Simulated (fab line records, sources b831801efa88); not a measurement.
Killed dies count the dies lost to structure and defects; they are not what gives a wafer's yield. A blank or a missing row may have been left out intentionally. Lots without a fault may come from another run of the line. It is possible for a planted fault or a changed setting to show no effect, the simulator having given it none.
Matching of chambers | flow sky130 | SKY_VIA3_ETCH_15 on rie diel-03 has 4 sister chambers
The step etches SiO2 in C4F8/O2/Ar, stops on TiN, target depth 507 nm, time 78 s. 4 wafers are shown with their chamber, then 7 later ones without.

== WAFERS WITH THEIR CHAMBER ==
wafer  | chamber | oes product au (a.u.)
L709.5 | 3       | 0.944
L711.4 | 2       | 0.946
L712.1 | 0       | 0.950
L712.3 | 1       | 0.941

== WAFERS MISSING THEIR CHAMBER ==
wafer  | oes product au (a.u.)
L712.5 | 0.948
L720.1 | 0.944
L720.4 | 0.937
L720.6 | 0.946
L724.2 | 0.937
L724.5 | 0.946
L724.6 | 0.946

== CHAMBER TAKEN BY EACH ==
wafer  | from the rows above          | in truth
L712.5 | can't be placed: 0 or 2 or 3 | 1
L720.1 | can't be placed: 3 or 2 or 1 | 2
L720.4 | can't be placed: 1 or 3      | 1
L720.6 | can't be placed: 2 or 3 or 0 | 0
L724.2 | can't be placed: 1 or 3      | 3
L724.5 | can't be placed: 2 or 3 or 0 | 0
L724.6 | can't be placed: 2 or 3 or 0 | 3
0 of 7 placed correctly. Can't be placed from these rows: 7 (the true chamber is among the candidates in 6). 0 placed wrongly.
How it was worked out, from the rows above alone: a wafer's distance from a chamber is the root of the sum, over the readings, of the square of ((its reading less the chamber's mean) divided by the reading's scatter). If the next closest chamber is less than 2 further off than the closest, the wafer can't be placed; otherwise it belongs to the closest. A chamber's mean is the mean of its shown wafers. The scatter (one wafer shown for each chamber): square how far every hidden wafer sits from the nearest shown wafer, average those squares and take the square root.
